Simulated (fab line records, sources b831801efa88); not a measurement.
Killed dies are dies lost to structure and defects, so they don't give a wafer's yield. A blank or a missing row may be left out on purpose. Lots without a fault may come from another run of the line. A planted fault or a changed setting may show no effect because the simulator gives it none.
A struck lot beside a sound one | flow sky130 | 15 steps out of a route of 708
Sound: wafers L754.2, L754.4, L754.5. Struck: wafers L743.3, L743.4, L743.5. The cause comes at the end.
At each step with rows: each side's tool, then ch and its chambers, then its first start. Under that, the readings that differ: sound wafers | struck wafers | difference of the means | sigmas: that difference in standard deviations of wafers without a fault.
alike: readings whose means differ by less than 2 such deviations, and words and numbers that are the same on both sides. not compared: withheld readings, readings that some wafer has no value for, bounds like >300 that may hide the same value, and numbers for which the record gives no deviation and whose values overlap.
The two part at a step that has a row with sigmas, a row that says differs or no value, or rows on one side only. Numbers that don't overlap but have no deviation are shown without sigmas and don't part them. A reading that every wafer of one side lacks parts them only if that side has two wafers or more.

first, 3 steps without rows for these wafers: SKY_GATE_OXIDE_EXPOSE_07 (exposes mask LVOM, target cd 600 nm); SKY_GATE_OXIDE_PEB_08; SKY_GATE_OXIDE_DEVELOP_09 (develop time 62.48 s).
SKY_GATE_OXIDE_OVL_MEAS_10:
  sound on overlay-01, day 18 18:26; struck on overlay-02, day 14 13:14
  alike: GATE_OXIDE_OVL
then, 2 steps without rows for these wafers: SKY_GATE_OXIDE_IMPLANT_11; SKY_GATE_OXIDE_WET_ETCH_12 (etches SiO2 in dHF, target depth 16.8 nm, time 336 s).
SKY_GATE_OXIDE_STRIP_13: strips in O2/N2.
  sound on plasma_asher-04 ch 0,1, day 18 18:43; struck on plasma_asher-04 ch 0,1, day 14 13:33
  alike: drypump_motor_current_A, n2_flow_sccm, oes_product_au, strip_time_to_endpoint_s
  not compared: rf_hours_counter_h
SKY_GATE_OXIDE_TW_MEAS_14:
  sound on film_metro-04, day 18 18:49; struck on film_metro-03, day 14 13:38
  alike: GATE_OXIDE_TW
then, 3 steps without rows for these wafers: SKY_GATE_OXIDE_CLEAN_15 (cleans in SC1/SC2, time 150 s); SKY_GATE_OXIDE_OXIDATION_16 (stabilise 600 s, purge 300 s, target thk 3.57 nm); SKY_POLY_GATE_CVD_00 (deposits poly-Si, target thk 180 nm, time 720 s).
SKY_POLY_GATE_THK_MEAS_01:
  sound on film_metro-01, day 18 21:40; struck on film_metro-01, day 14 19:01
  alike: POLY_GATE_CVD_00_THK
SKY_RES_PROTECT_DEHYDRATE_00: time 60 s.
  sound on litho_track-03 ch 0, day 19 12:21; struck on litho_track-01 ch 0, day 15 08:35
  reading                  | sound                | struck               | difference | sigmas
  heater_power_total_W (W) | 160.33 160.38 160.28 | 156.95 157.38 157.14 | -3.17      | -24
  plate_temp_C (C)         | 199.96 199.90 199.95 | 196.80 196.71 197.00 | -3.10      | -19
then, 1 step without rows for these wafers: SKY_RES_PROTECT_HMDS_01 (prime time 60 s).
-- the record jumps here: 31 days lie between the struck wafers' starts before and after (it left off in module RES_PROTECT and takes up again in module PAD_OPEN, whose first step shown is number 708 of the route) --
SKY_PAD_OPEN_PROBE_99:
  sound on prober-01, day 49 04:16; struck on prober-02, day 46 08:15
  alike: killed_at_M0_to_M3, killed_at_M4_up, killed_at_contacts, killed_at_front_end, killed_at_other, killed_dies, killed_open, killed_short

WHERE THEY PART
Only at SKY_RES_PROTECT_DEHYDRATE_00, within this record. Later steps at which nothing parts them and some readings are alike: SKY_PAD_OPEN_PROBE_99.

WHY: what the simulator had put in
Process parameter drift: litho_track-01, from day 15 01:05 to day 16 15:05, at SKY_RES_PROTECT_DEHYDRATE_00. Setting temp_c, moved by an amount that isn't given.
